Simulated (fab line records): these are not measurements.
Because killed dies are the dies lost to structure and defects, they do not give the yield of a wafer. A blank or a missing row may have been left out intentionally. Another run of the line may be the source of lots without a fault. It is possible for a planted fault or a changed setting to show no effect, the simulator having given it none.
fab line records	flow gf180mcu
record: lots: 6	wafers: 18	lastDay: 34
route steps=602 shown SAB@269 SALICIDE@278
lots untouched by any fault: they come from a run of this same line in which no faults occurred
startH: start of the lot's first displayed wafer, in hours after the record's first day	waitH: hours elapsed since this lot's preceding step	" same as the row above	L1.1+2: one row covering several wafers at once	- no value, or no start given	* or withheld: withheld	< > ~ a bound
route shown NAME@n: names a module that has steps shown in the file, with the first one's number in the route	usual: mean/standard deviation taken from wafers without a fault	same: alike in all rows	chamber/n: place in a boat	sites: readings site by site	_std_site: how widely they spread, as a standard deviation	_edge_site: the outer-site mean with the inner-site mean subtracted	radiusMm: how far each site lies from the wafer's centre	mask NAME#n: copy n	behind: the most recent tool/chamber to have shaped the wafer	hold: what put the lot on hold/how long, in hours/how the hold closed	device: transistor that didn't switch, given as n, p or np	end of line: the tests these same wafers got at the end of their route	step lacking rows: just its recipe	killed: dies that structure and defects cost at the first sort, which is not the same as the wafer's yield	map: shows each die of a wafer: x if killed, . if not, _ if none is there
set.NAME: setting as actually run; set.NAME@STEP: the setting as run at that earlier step	model.NAME: the simulator's own value behind a step, which no gauge read
lots at some steps of the route; a table a step, a row a wafer
services: from which hour (startH, from the record's first day; less than 0 if before it) a tool's chamber was out of use, for how many hours, and why
== steps ==
step: GF_SAB_SOFTBAKE_05
recipe: tempC: 90	timeS: 60	resist: NOVOLAK
step: GF_SAB_EXPOSE_06
recipe: maskId: SAB	targetCdNm: 420	na: 0.6	sourceShape: conventional	sigmaOuter: 0.6	doseMj: 140
step: GF_SAB_PEB_07
recipe: tempC: withheld	timeS: *	resist: NOVOLAK
step: GF_SAB_DEVELOP_08
recipe: developTimeS: 60	devTempC: 23
step: GF_SAB_CD_MEAS_09
recipe: targetCdNm: 420
usual: cdNm: 419.6/1.7
lot.wafer	tool	chamber	startH	waitH	cdNm
L739.2	cdSem-02	-	378.71	0.1	417.2
L739.3	"	-	"	"	420.1
L739.6	"	-	"	"	422.1
L745.2	cdSem-02	-	427.43	0.1	419.4
L745.4	"	-	"	"	419.9
L745.6	"	-	"	"	418.5
L746.1	cdSem-01	-	436.98	0.1	419.9
L746.2	"	-	"	"	419.8
L746.5	"	-	"	"	419.7
L756.1	cdSem-01	-	517.03	0.1	420.9
L756.4	"	-	"	"	420.6
L756.6	"	-	"	"	422.1
L757.1	cdSem-02	-	524.66	0.1	417.7
L757.2	"	-	"	"	420.8
L757.6	"	-	"	"	419.6
L758.1	cdSem-01	-	533.18	0.1	422.6
L758.4	"	-	"	"	421.1
L758.6	"	-	"	"	420.8
step: GF_SAB_OVL_MEAS_10
usual: SAB_OVL: -0.4/1.1
lot.wafer	tool	chamber	startH	waitH	SAB_OVL[nm]
L739.2	overlay-02	-	378.81	0.1	-2.3
L739.3	"	-	"	"	-2.0
L739.6	"	-	"	"	-1.4
L745.2	overlay-02	-	427.53	0.1	1.3
L745.4	"	-	"	"	1.4
L745.6	"	-	"	"	0.8
L746.1	overlay-01	-	437.10	0.1	-1.7
L746.2	"	-	"	"	-1.4
L746.5	"	-	"	"	-0.5
L756.1	overlay-02	-	517.15	0.1	0.9
L756.4	"	-	"	"	-0.8
L756.6	"	-	"	"	-0.2
L757.1	overlay-01	-	524.78	0.1	-2.7
L757.2	"	-	"	"	-1.0
L757.6	"	-	"	"	-1.1
L758.1	overlay-02	-	533.30	0.1	-0.6
L758.4	"	-	"	"	-0.9
L758.6	"	-	"	"	-1.6
step: GF_SAB_ETCH_11
recipe: chemistry: C4F8/O2/Ar	maskMaterial: NOVOLAK	target: SiO2	targetDepthNm: 55	sourceW: 1500	biasW: 1200	pressureMtorr: 40	c4f8FlowSccm: withheld	O2_flow_sccm: 6	Ar_flow_sccm: 300	timeS: 8.5
usual: oesProductAu: 1.001/0.012
same: timeS: 8.5
lot.wafer	tool	chamber	startH	waitH	oesProductAu	rfHoursCounterH
L739.2	rieDiel-03	1	378.84	0.0	1.008	7
L739.3	"	0	"	"	1.009	82
L739.6	"	2	"	"	0.987	-
L745.2	rieDiel-01	2	427.56	0.0	1.000	60
L745.4	"	1	"	"	0.996	17
L745.6	"	0	"	"	1.009	-
L746.1	rieDiel-03	2	437.14	0.0	1.000	73
L746.2	"	3	"	"	1.013	100
L746.5	"	2	"	"	0.993	-
L756.1	rieDiel-03	1	517.19	0.0	1.000	11
L756.4	"	3	"	"	1.004	0
L756.6	"	1	"	"	1.003	-
L757.1	rieDiel-04	0	524.81	0.0	1.020	30
L757.2	"	2	"	"	1.011	1
L757.6	"	2	"	"	1.002	-
L758.1	rieDiel-01	3	533.34	0.0	0.995	71
L758.4	"	0	"	"	1.007	18
L758.6	"	0	"	"	0.995	-
step: GF_SAB_WET_ETCH_12
recipe: chemistry: dHF	targetDepthNm: 22	dry: n2Spin	target: SiO2	tempC: 25	dilution: 100:1	timeS: 440
step: GF_SAB_STRIP_13
recipe: chemistry: O2/N2	powerW: 1400	pressureMtorr: 1500	platenTempC: 250	o2FlowSccm: 3000	n2FlowSccm: 300	overashFraction: 0.5
usual: drypumpMotorCurrentA: 5.3/0.31	heaterPowerW: 313/21	oesProductAu: 0.709/0.0046	stripTimeToEndpointS: 12.60/0.031
lot.wafer	tool	chamber	startH	waitH	drypumpMotorCurrentA	heaterPowerW	oesProductAu	rfHoursCounterH	stripTimeToEndpointS
L739.2	plasmaAsher-02	0	379.00	0.0	5.6	328	0.715	73	12.60
L739.3	"	1	"	"	5.3	302	0.712	-	12.61
L739.6	"	0	"	"	5.6	330	0.710	-	12.63
L745.2	plasmaAsher-01	0	427.72	0.0	5.0	328	0.711	75	12.61
L745.4	"	0	"	"	5.0	325	0.708	-	12.60
L745.6	"	1	"	"	5.3	284	0.711	-	12.59
L746.1	plasmaAsher-04	0	437.30	0.0	5.9	330	0.715	32	12.64
L746.2	"	1	"	"	5.7	328	0.708	32	12.66
L746.5	"	1	"	"	5.7	334	0.713	-	12.66
L756.1	plasmaAsher-01	1	517.34	0.0	5.2	280	0.708	85	12.55
L756.4	"	0	"	"	5.0	332	0.711	-	12.52
L756.6	"	1	"	"	5.2	279	0.715	-	12.55
L757.1	plasmaAsher-01	0	524.96	0.0	5.0	330	0.700	86	12.58
L757.2	"	1	"	"	5.2	280	0.709	86	12.62
L757.6	"	1	"	"	5.2	286	0.707	-	12.57
L758.1	plasmaAsher-01	0	533.49	0.0	5.0	321	0.709	86	12.62
L758.4	"	0	"	"	5.0	323	0.706	-	12.60
L758.6	"	0	"	"	5.0	324	0.711	-	12.62
step: GF_SALICIDE_CLEAN_00
recipe: chemistry: SC1/SC2	mix: 1:4:20	tempC: 70	timeS: 150
step: GF_SALICIDE_WET_ETCH_01
recipe: chemistry: dHF	targetDepthNm: 5	dry: ipaMarangoni	target: SiO2	tempC: 25	dilution: 100:1	timeS: 100
step: GF_SALICIDE_SPUTTER_02
recipe: material: Co	targetThkNm: 10	powerW: 1000	timeS: 20	chamberPressurePa: 0.4
usual: cathodeDcPowerW: 1000.0/0.17	throttleValvePct: 29.8/0.88
same: timeS: 20
lot.wafer	tool	chamber	startH	waitH	cathodeDcPowerW	throttleValvePct
L739.2	pvdSputter-01	-	379.18	0.0	1000.2	29.6
L739.3	"	-	"	"	1000.1	28.8
L739.6	"	-	"	"	1000.1	28.6
L745.2	pvdSputter-03	-	427.90	0.0	1000.1	30.9
L745.4	"	-	"	"	1000.2	29.5
L745.6	"	-	"	"	999.94	29.5
L746.1	pvdSputter-02	-	437.49	0.0	999.84	31.0
L746.2	"	-	"	"	999.71	28.1
L746.5	"	-	"	"	999.94	31.1
L756.1	pvdSputter-01	-	517.53	0.0	999.99	28.5
L756.4	"	-	"	"	1000.3	29.7
L756.6	"	-	"	"	1000.1	28.9
L757.1	pvdSputter-02	-	525.15	0.0	999.80	30.2
L757.2	"	-	"	"	999.70	31.0
L757.6	"	-	"	"	999.83	31.1
L758.1	pvdSputter-01	-	533.68	0.0	999.88	29.5
L758.4	"	-	"	"	1000.0	28.7
L758.6	"	-	"	"	999.94	29.0
step: GF_SALICIDE_SPUTTER_03
recipe: material: TiN	targetThkNm: 20	powerW: 6500	timeS: 16.7	chamberPressurePa: 0.4
usual: cathodeDcPowerW: 6499.9/1.2	throttleValvePct: 29.8/0.86
same: timeS: 16.7
lot.wafer	tool	chamber	startH	waitH	cathodeDcPowerW	throttleValvePct	model.TiN_of_SALICIDE_SPUTTER_03.thkNm
L739.2	pvdSputter-01	-	379.21	0.0	6500.3	29.8	19.82
L739.3	"	-	"	"	6500.7	29.0	19.07
L739.6	"	-	"	"	6499.3	28.7	19.06
L745.2	pvdSputter-03	-	427.93	0.0	6498.9	30.7	20.38
L745.4	"	-	"	"	6498.7	29.3	20.32
L745.6	"	-	"	"	6498.1	29.7	20.31
L746.1	pvdSputter-02	-	437.52	0.0	6499.1	30.8	19.58
L746.2	"	-	"	"	6499.6	28.4	19.2
L746.5	"	-	"	"	6500.4	30.8	19.71
L756.1	pvdSputter-01	-	517.56	0.0	5843.9	28.7	17.43
L756.4	"	-	"	"	5846.1	29.7	18.27
L756.6	"	-	"	"	5846.4	28.9	18.45
L757.1	pvdSputter-02	-	525.18	0.0	6498.6	30.3	19.52
L757.2	"	-	"	"	6498.5	31.0	19.99
L757.6	"	-	"	"	6499.5	30.9	20.01
L758.1	pvdSputter-01	-	533.71	0.0	5846.5	29.5	18.57
L758.4	"	-	"	"	5845.0	29.0	18.62
L758.6	"	-	"	"	5843.5	29.1	18.73
step: GF_SALICIDE_RS_MEAS_04
recipe: thkMeasGauge: four-point-probe	reads: TiN_of_SALICIDE_SPUTTER_03+Co_of_SALICIDE_SPUTTER_02
usual: SALICIDE_TIN_RS: 16.3/0.41
lot.wafer	tool	chamber	startH	waitH	SALICIDE_TIN_RS[ohm/sq]
L739.2	filmMetro-03	-	379.26	0.0	16.2
L739.3	"	-	"	"	16.5
L739.6	"	-	"	"	16.7
L745.2	filmMetro-04	-	427.98	0.0	16.0
L745.4	"	-	"	"	15.8
L745.6	"	-	"	"	15.8
L746.1	filmMetro-04	-	437.55	0.0	16.3
L746.2	"	-	"	"	16.6
L746.5	"	-	"	"	16.8
L756.1	filmMetro-04	-	517.58	0.0	16.9
L756.4	"	-	"	"	16.5
L756.6	"	-	"	"	16.3
L757.1	filmMetro-02	-	525.20	0.0	16.5
L757.2	"	-	"	"	15.8
L757.6	"	-	"	"	15.8
L758.1	filmMetro-04	-	533.73	0.0	16.5
L758.4	"	-	"	"	16.3
L758.6	"	-	"	"	16.1
step: GF_SALICIDE_THK_MEAS_05
recipe: thkMeasGauge: xrf	reads: TiN_of_SALICIDE_SPUTTER_03
usual: SALICIDE_TIN_THK: 19.8/0.37
lot.wafer	tool	chamber	startH	waitH	SALICIDE_TIN_THK[nm]
L739.2	filmMetro-03	-	379.37	0.1	19.6
L739.3	"	-	"	"	18.8
L739.6	"	-	"	"	18.8
L745.2	filmMetro-04	-	428.09	0.1	20.3
L745.4	"	-	"	"	20.3
L745.6	"	-	"	"	20.3
L746.1	filmMetro-04	-	437.67	0.1	19.4
L746.2	"	-	"	"	19.0
L746.5	"	-	"	"	19.5
L756.1	filmMetro-04	-	517.70	0.1	17.4
L756.4	"	-	"	"	18.1
L756.6	"	-	"	"	18.3
L757.1	filmMetro-02	-	525.32	0.1	19.4
L757.2	"	-	"	"	20.0
L757.6	"	-	"	"	20.1
L758.1	filmMetro-04	-	533.85	0.1	18.6
L758.4	"	-	"	"	18.4
L758.6	"	-	"	"	18.6
step: GF_SALICIDE_RTA_06
recipe: tempC: 530	timeS: 30	ambient: N2
usual: lampPowerPct: 6.3/0.65	wafer_temp_C_max: 534.3/0.78
same: timeS: 30
lot.wafer	tool	chamber	startH	waitH	lampPowerPct	wafer_temp_C_max
L739.2	rtpAnneal-02	0	379.44	0.1	5.6	533.3
L739.3	"	0	"	"	5.6	533.7
L739.6	"	0	"	"	5.6	534.2
L745.2	rtpAnneal-01	0	428.15	0.1	6.9	533.2
L745.4	"	0	"	"	6.9	533.7
L745.6	"	0	"	"	6.9	534.4
L746.1	rtpAnneal-02	0	437.73	0.1	5.6	534.7
L746.2	"	0	"	"	5.6	533.7
L746.5	"	0	"	"	5.6	533.3
L756.1	rtpAnneal-01	0	517.76	0.1	6.9	535.1
L756.4	"	0	"	"	6.9	534.6
L756.6	"	0	"	"	6.9	535.6
L757.1	rtpAnneal-01	0	525.38	0.1	6.9	534.9
L757.2	"	0	"	"	6.9	534.7
L757.6	"	0	"	"	6.9	535.0
L758.1	rtpAnneal-01	0	533.91	0.1	6.9	533.8
L758.4	"	0	"	"	6.9	534.2
L758.6	"	0	"	"	6.9	533.1
== services ==
tool	chamber	startH	hours	kind
pvdSputter-02	-	357.28	9.0	repair
rieDiel-01	3	358.60	8.0	repair
pvdSputter-03	-	378.94	2.3	repair
pvdSputter-01	-	410.15	25.2	repair
rieDiel-03	3	412.01	4.3	repair
rieDiel-01	0	416.44	2.2	repair
pvdSputter-02	0	419.42	-	consumableReplace:kit
pvdSputter-02	0	419.42	18.0	scheduledDown
rieDiel-03	-	419.74	2.8	repair
plasmaAsher-02	-	421.25	9.0	pm
rtpAnneal-02	-	432.89	1.3	pm
pvdSputter-01	-	438.90	2.9	repair
rieDiel-04	3	443.85	8.7	repair
rieDiel-03	-	450.80	0.6	repair
plasmaAsher-02	-	451.49	1.4	repair
pvdSputter-02	-	452.88	8.6	repair
rieDiel-04	3	468.69	5.6	repair
plasmaAsher-04	-	497.19	1.0	repair
plasmaAsher-02	-	501.29	2.5	repair
pvdSputter-02	-	511.99	2.3	repair
rieDiel-04	1	512.03	1.4	repair
plasmaAsher-04	-	514.39	1.4	repair
rieDiel-04	1	519.06	6.2	repair
pvdSputter-03	-	527.28	3.6	repair
== key ==
firstSign: step: GF_SALICIDE_SPUTTER_03	reading: cathodeDcPowerW	direction: down	sigmas: 99+	usual: 6499.9	struck: 5845.2
effect: step: GF_SALICIDE_THK_MEAS_05	reading: SALICIDE_TIN_THK	direction: down	sigmas: 4.3	usual: 19.8	struck: 18.2
modelEffect: step: GF_SALICIDE_SPUTTER_03	value: TiN_of_SALICIDE_SPUTTER_03.thkNm	without: 20.36	struck: 18.34
metAt GF_SALICIDE_SPUTTER_03
struckWafers L756.1,L756.4,L756.6,L758.1,L758.4,L758.6
testerLeftOut L756,L758
onsetBetween 379.21 517.56
fault: kind: processParameterDrift	tool: pvdSputter-01	chamber: -	onsetH: 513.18	steps: GF_SALICIDE_SPUTTER_03	channel: powerW	offset: -654.86	shape: step	endH: 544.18	actsIn: theseRecipesOnly	stated: 6500
testerLeftOut: of these lots the tester's yield and bins aren't shown, on N5 and GAA mostly nor the transistor test; their killed dies are dies lost to structure and defects alone, not to doping, threshold or leakage, so they don't give the yield
